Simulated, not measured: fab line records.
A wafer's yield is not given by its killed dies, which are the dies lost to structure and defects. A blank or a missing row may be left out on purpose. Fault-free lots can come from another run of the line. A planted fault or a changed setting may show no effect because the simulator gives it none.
fab line records ; flow sky130
[record] lots = 5; wafers = 15; last_day = 50
route steps=708 shown LDD_LDN@289 PAD_OPEN@708
lots that met no fault: from a run of the same line without faults
start_h: start of the lot's first displayed wafer, in hours after the record's first day ; wait_h: how many hours have passed since the lot's step before this one ; " identical to the entry in the row above ; L1.1+2: one row covering several wafers at once ; - value missing, or start not given ; * or withheld: withheld ; < > ~ a bound
route shown NAME@n: NAME is a module with steps in the file, n the number in the route of the first one ; usual: mean and standard deviation over wafers with no fault ; same: alike in all rows ; chamber/n: place in a boat ; sites: readings site by site ; _std_site: the values' standard deviation ; _edge_site: the outer-site mean with the inner-site mean subtracted ; radius_mm: how far each site lies from the wafer's centre ; mask NAME#n: copy n ; behind: the tool/chamber that last shaped the wafer ; hold: why the lot was held/for how many hours/how that ended ; device: the transistor (n, p or np) that didn't switch ; end of line: the tests these same wafers got at the end of their route ; where a step has no rows: the recipe by itself ; killed: dies that structure and defects cost at the first sort, which is not the same as the wafer's yield ; map: the dies of a wafer, with x for killed, . for not killed, _ for no die there
set.NAME: the setting as run; set.NAME@STEP: as run at that earlier step ; model.NAME: the simulator's own value behind a step, which no gauge read
lots at some steps of the route; a table a step, a row a wafer
services: the hour from which a tool's chamber was out of use, counted from the record's first day as start_h (under 0 if before that day), plus the number of hours and why
[[steps]]
[step SKY_LDD_LDN_DEHYDRATE_00]
[recipe] temp_c = 200; time_s = 60
[step SKY_LDD_LDN_HMDS_01]
[recipe] prime_time_s = 60; prime_temp_c = 120
[step SKY_LDD_LDN_COAT_02]
[recipe] resist = NOVOLAK; spin_rpm = 3000; resist_thk_nm = 1140
[step SKY_LDD_LDN_SOFTBAKE_03]
[recipe] temp_c = 90; time_s = 60; resist = NOVOLAK
[step SKY_LDD_LDN_EXPOSE_04]
[recipe] mask_id = LDNTM; na = 0.6; source_shape = conventional; sigma_outer = 0.6; polarization = unpolarized; target_cd_nm = 700; dose_mj = 140
[step SKY_LDD_LDN_PEB_05]
[recipe] temp_c = withheld; time_s = *; resist = NOVOLAK
[step SKY_LDD_LDN_DEVELOP_06]
[recipe] resist = NOVOLAK; developer = TMAH; develop_time_s = 60; dev_temp_c = 23
[step SKY_LDD_LDN_OVL_MEAS_07]
[usual] LDD_LDN_OVL = 0.6/1.4
lot.wafer;tool;chamber;start_h;wait_h;LDD_LDN_OVL[nm]
L732.2;overlay-02;-;529.65;0.1;2.0
L732.4;overlay-02;-;529.65;0.1;0.3
L732.5;overlay-02;-;529.65;0.1;1.8
L738.4;overlay-02;-;591.33;0.1;1.4
L738.5;overlay-02;-;591.33;0.1;2.6
L738.6;overlay-02;-;591.33;0.1;-0.7
L749.2;overlay-02;-;668.82;0.1;-1.8
L749.3;overlay-02;-;668.82;0.1;0.5
L749.6;overlay-02;-;668.82;0.1;-0.6
L750.1;overlay-02;-;682.84;0.1;-1.1
L750.4;overlay-02;-;682.84;0.1;-0.3
L750.6;overlay-02;-;682.84;0.1;0.1
L754.1;overlay-02;-;710.01;0.1;-0.7
L754.4;overlay-02;-;710.01;0.1;-2.6
L754.6;overlay-02;-;710.01;0.1;0.6
[step SKY_LDD_LDN_IMPLANT_08]
[recipe] species = As; energy_kev = 15; dose_cm2 = 1.25e+13; tilt_deg = withheld; rotation_deg = 23
[step SKY_LDD_LDN_IMPLANT_09]
[recipe] species = As; energy_kev = 15; dose_cm2 = 1.25e+13; tilt_deg = withheld; rotation_deg = 113
[step SKY_LDD_LDN_IMPLANT_10]
[recipe] species = As; energy_kev = 15; dose_cm2 = 1.25e+13; tilt_deg = withheld; rotation_deg = 203
[step SKY_LDD_LDN_IMPLANT_11]
[recipe] species = As; energy_kev = 15; dose_cm2 = 1.25e+13; tilt_deg = withheld; rotation_deg = 293
[step SKY_LDD_LDN_STRIP_12]
[recipe] chemistry = O2/N2; power_w = 1400; pressure_mtorr = 1500; platen_temp_c = withheld; o2_flow_sccm = 3000; n2_flow_sccm = 300; overash_fraction = 0.5
[usual] chamber_pressure_mTorr = 1500.2/1.3; drypump_motor_current_A = 5.9/0.4; oes_product_au = 0.716/0.0049; strip_time_to_endpoint_s = 14.18/0.04
lot.wafer;tool;chamber;start_h;wait_h;chamber_pressure_mTorr;drypump_motor_current_A;oes_product_au;rf_hours_counter_h;strip_time_to_endpoint_s;model.NOVOLAK_of_LDD_LDN_COAT_02.thk_nm
L732.2;plasma_asher-02;1;530.28;0.1;1500.9;5.5;0.716;10;14.19;0
L732.4;plasma_asher-02;1;530.28;0.1;1497.9;5.5;0.714;-;14.20;0
L732.5;plasma_asher-02;0;530.28;0.1;1500.7;5.2;0.722;-;14.16;0
L738.4;plasma_asher-01;0;591.98;0.1;1498.3;5.7;0.962;-;-;96.22
L738.5;plasma_asher-01;1;591.98;0.1;1499.7;6.5;0.953;-;-;96.14
L738.6;plasma_asher-01;0;591.98;0.1;1500.9;5.7;0.953;-;-;96.58
L749.2;plasma_asher-03;0;669.45;0.1;1500.3;6.0;0.714;100;14.18;0
L749.3;plasma_asher-03;0;669.45;0.1;1502.8;6.0;0.709;-;14.12;0
L749.6;plasma_asher-03;0;669.45;0.1;1501.1;6.0;0.721;-;14.11;0
L750.1;plasma_asher-02;1;683.48;0.1;1500.0;5.5;0.722;25;14.22;0
L750.4;plasma_asher-02;0;683.48;0.1;1499.9;5.2;0.724;-;14.17;0
L750.6;plasma_asher-02;0;683.48;0.1;1498.0;5.2;0.721;-;14.16;0
L754.1;plasma_asher-01;1;710.65;0.1;1501.5;6.5;0.719;60;14.24;0
L754.4;plasma_asher-01;0;710.65;0.1;1500.7;5.7;0.721;-;14.24;0
L754.6;plasma_asher-01;0;710.65;0.1;1502.2;5.7;0.722;-;14.21;0
[step SKY_LDD_LDN_TW_MEAS_13]
[usual] LDD_LDN_TW = 1486/14
lot.wafer;tool;chamber;start_h;wait_h;LDD_LDN_TW
L732.2;film_metro-03;-;530.39;0.1;1460
L732.4;film_metro-03;-;530.39;0.1;1460
L732.5;film_metro-03;-;530.39;0.1;1456
L738.4;film_metro-02;-;592.08;0.1;1491
L738.5;film_metro-02;-;592.08;0.1;1484
L738.6;film_metro-02;-;592.08;0.1;1482
L749.2;film_metro-04;-;669.56;0.1;1497
L749.3;film_metro-04;-;669.56;0.1;1493
L749.6;film_metro-04;-;669.56;0.1;1495
L750.1;film_metro-02;-;683.58;0.1;1478
L750.4;film_metro-02;-;683.58;0.1;1483
L750.6;film_metro-02;-;683.58;0.1;1478
L754.1;film_metro-03;-;710.75;0.1;1481
L754.4;film_metro-03;-;710.75;0.1;1482
L754.6;film_metro-03;-;710.75;0.1;1478
[step SKY_PAD_OPEN_PROBE_99]
[usual] killed_at_M0_to_M3 = 44/6.4; killed_at_M4_up = 3.4/2.1; killed_at_contacts = 23/5; killed_at_front_end = 15/4.5; killed_at_other = 0.3/0.54; killed_dies = 86/9.5; killed_on_rim = 17/3.9; killed_open = 48/6.9; killed_short = 38/5.9
[same] gross_dies = 492; killed_at_back_side = 0
lot.wafer;tool;chamber;start_h;wait_h;killed_at_M0_to_M3;killed_at_M4_up;killed_at_contacts;killed_at_front_end;killed_at_other;killed_dies;killed_on_rim;killed_open;killed_short
L738.4;prober-01;-;1119.60;0.2;44;3;15;408;1;471;86;47;30
L738.5;prober-01;-;1119.65;0.2;42;7;19;408;0;476;87;45;36
L738.6;prober-01;-;1119.70;0.2;38;4;23;401;0;466;85;45;35
L749.2;prober-01;-;1169.75;0.1;49;3;34;11;0;97;21;48;49
L749.3;prober-01;-;1169.80;0.2;40;5;24;9;0;78;8;41;36
L749.6;prober-01;-;1169.95;0.2;44;5;22;17;0;88;18;49;38
L750.1;prober-02;-;1178.83;0.1;43;6;21;11;0;81;16;43;38
L750.4;prober-02;-;1178.98;0.2;28;1;22;14;0;65;14;39;26
L750.6;prober-02;-;1179.08;0.2;35;4;20;7;0;66;12;36;30
L754.1;prober-02;-;1196.41;0.1;40;5;16;12;0;73;11;43;29
L754.4;prober-02;-;1196.56;0.2;45;2;21;8;1;77;17;48;28
L754.6;prober-02;-;1196.66;0.2;47;4;25;11;0;87;17;46;41
// killed by level:class
L738.4 SPACER:area_cvd=394 VIA1:geometric_particle:open=17 VIA3:geometric_particle:open=8 POLY_GATE:geometric_particle:short=6 LI_CONTACT:geometric_particle:open=6 METAL2:geometric_particle:short=5 CONTACT:geometric_particle:open=4 VIA2:geometric_particle:open=4
L738.5 SPACER:area_cvd=395 VIA2:geometric_particle:open=9 VIA1:geometric_particle:open=9 VIA3:geometric_particle:open=6 CONTACT:geometric_particle:short=6 LOCAL_INTERCONNECT:geometric_particle:short=5 METAL1:geometric_particle:short=5 POLY_GATE:geometric_particle:short=4
L738.6 SPACER:area_cvd=386 VIA1:geometric_particle:open=14 VIA2:geometric_particle:open=7 CONTACT:geometric_particle:short=7 POLY_GATE:geometric_particle:open=4 LI_CONTACT:geometric_particle:open=4 LOCAL_INTERCONNECT:geometric_particle:short=4 CONTACT:geometric_particle:open=4
L749.2 VIA3:geometric_particle:open=11 METAL1:geometric_particle:short=11 LI_CONTACT:geometric_particle:open=10 CONTACT:geometric_particle:short=10 CONTACT:geometric_particle:open=7 VIA2:geometric_particle:open=7 LOCAL_INTERCONNECT:geometric_particle:short=6 VIA1:geometric_particle:open=4
L749.3 CONTACT:geometric_particle:open=9 LI_CONTACT:geometric_particle:open=8 VIA3:geometric_particle:open=8 VIA1:geometric_particle:open=7 METAL1:geometric_particle:short=6 VIA2:geometric_particle:short=5 VIA3:geometric_particle:short=5 METAL4:geometric_particle:short=4
L749.6 VIA3:geometric_particle:open=13 LI_CONTACT:geometric_particle:open=9 VIA2:geometric_particle:open=6 LI_CONTACT:geometric_particle:short=5 VIA1:geometric_particle:open=5 CONTACT:geometric_particle:open=5 METAL1:geometric_particle:short=5 FIELD_ISO:geometric_particle:open=4
L750.1 VIA3:geometric_particle:open=8 VIA1:geometric_particle:open=7 LI_CONTACT:geometric_particle:open=6 VIA3:geometric_particle:short=6 CONTACT:geometric_particle:open=5 CONTACT:geometric_particle:short=5 METAL1:geometric_particle:short=5 METAL2:geometric_particle:short=5
L750.4 LI_CONTACT:geometric_particle:open=9 VIA1:geometric_particle:open=8 CONTACT:geometric_particle:open=7 FIELD_ISO:geometric_particle:short=6 METAL1:geometric_particle:short=4 VIA3:geometric_particle:open=4 POLY_GATE:geometric_particle:open=3 LI_CONTACT:geometric_particle:short=3
L750.6 VIA2:geometric_particle:open=7 CONTACT:geometric_particle:open=6 VIA3:geometric_particle:open=6 METAL2:geometric_particle:short=5 LI_CONTACT:geometric_particle:short=4 LI_CONTACT:geometric_particle:open=4 VIA1:geometric_particle:open=4 VIA3:geometric_particle:short=4
L754.1 VIA2:geometric_particle:open=9 CONTACT:geometric_particle:open=7 VIA3:geometric_particle:open=6 VIA1:geometric_particle:short=5 VIA1:geometric_particle:open=5 CONTACT:geometric_particle:short=4 METAL1:geometric_particle:short=4 METAL4:geometric_particle:short=4
L754.4 VIA1:geometric_particle:open=15 VIA3:geometric_particle:open=11 CONTACT:geometric_particle:open=9 LOCAL_INTERCONNECT:geometric_particle:short=6 LI_CONTACT:geometric_particle:open=5 METAL2:geometric_particle:short=4 VIA3:geometric_particle:short=4 POLY_GATE:geometric_particle:short=3
L754.6 LI_CONTACT:geometric_particle:open=9 VIA2:geometric_particle:open=8 VIA3:geometric_particle:open=8 VIA1:geometric_particle:open=7 METAL2:geometric_particle:short=7 CONTACT:geometric_particle:open=5 VIA1:geometric_particle:short=5 METAL3:geometric_particle:short=5
// map L738.5 (x killed, . not)
__________xxxxxxxxxx_________
________xxxxxxxxxxxxxx_______
______xxxxxxxxxxxxxxxxxx_____
_____xx.xxxxxxxxxxxxxxxxx____
____xxxxxxxxxxxxxxxxxxxxxx___
___xxxxxxxxxxxxxxxxxxxxxxxx__
__xxxxxxxxxxxxxxxxxxxxxxxxxx_
_xxx.xxxxxxxxxxxxxxxxxxxxxxxx
_xxx.xxxxxxxxxxxxxxxxxxxxxxxx
_xxxxxxxxxxxxxxxxxxxxxxxxxxxx
_xxxxxxxxx.xxxxxxxxxxxxxxxxxx
_.xxxxxxxxxxxxxxxxxxxxxxxxxxx
_xxxxxxxxxxxxxxxxxxxxxxxxxxxx
_x.xxxxxxxxxxxxxxxxxxxxxxxxxx
_xxxxxx.xxxxxxxxxxxxxxxxxxxxx
__.xxxxxxxxxxxxxxxxxxxxxxxxx_
___..xx.xxxxxxxxxxxxxxxxxxx__
____..xxxxxxxxxxxxxxxxxxxx___
_____x.xxxxxxxxxxxxxxxxxx____
______x.xxxxxxxxxxxxxxxx_____
________xxxxxxxxxxxxxx_______
__________xxx.xxxxxx_________
// map L754.6 (x killed, . not)
__________x........._________
________.........x...._______
______..........x....x.._____
_____.....x..............____
____..xx.x..............x.___
___...x.x.....x..xx.....x.x__
__..x...x.xx......xxx.x.x.xx_
_..x.x..xx...........x.x.....
_.xxx.x..x.....x............x
_..x.......x.........x.......
_...xxx....x.......x.....x...
_x.........x....x.......x..x.
_................x...........
_..........x..............x..
_x.x.....x..................x
__..x....xxx...x...x..x...x._
___.....x........x......x..__
____....x......xxx...x.x..___
_____....................____
______x.........x.x....x_____
________........x....x_______
__________x....x..x._________
[[services]]
tool;chamber;start_h;hours;kind
plasma_asher-03;-;609.04;1.1;repair
plasma_asher-03;-;646.50;1.6;repair
plasma_asher-02;-;661.08;13.5;repair
plasma_asher-01;-;662.93;3.4;repair
plasma_asher-01;-;672.36;1.1;repair
plasma_asher-03;-;678.77;5.7;repair
[[key]]
[first_sign] step = SKY_LDD_LDN_STRIP_12; reading = oes_product_au; direction = up; sigmas = 49; usual = 0.716; struck = 0.956
[effect] step = SKY_PAD_OPEN_PROBE_99; reading = killed_at_front_end; direction = up; sigmas = 86; usual = 15; struck = 406
[model_effect] step = SKY_LDD_LDN_STRIP_12; value = NOVOLAK_of_LDD_LDN_COAT_02.thk_nm; without = 0; struck = 96.31
[more_kills_born_at] SKY_SPACER_CVD_00@lpcvd-02 = 1175
met_at SKY_LDD_LDN_STRIP_12
struck_wafers L738.4,L738.5,L738.6
later_rows_left_out L738.4,L738.5,L738.6
tester_left_out L738
[fault] kind = strip_aborted; tool = plasma_asher-01; chamber = -; onset_h = 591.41; steps = SKY_LDD_LDN_STRIP_12; offset = 0.4024; end_h = 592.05
// tester_left_out: of these lots the tester's yield and bins aren't shown, on N5 and GAA mostly nor the transistor test; their killed dies are dies lost to structure and defects alone, not to doping, threshold or leakage, so they don't give the yield
// later_rows_left_out: the simulator's readings of these wafers behind a module that went badly wrong aren't trusted and aren't shown, but for the sort
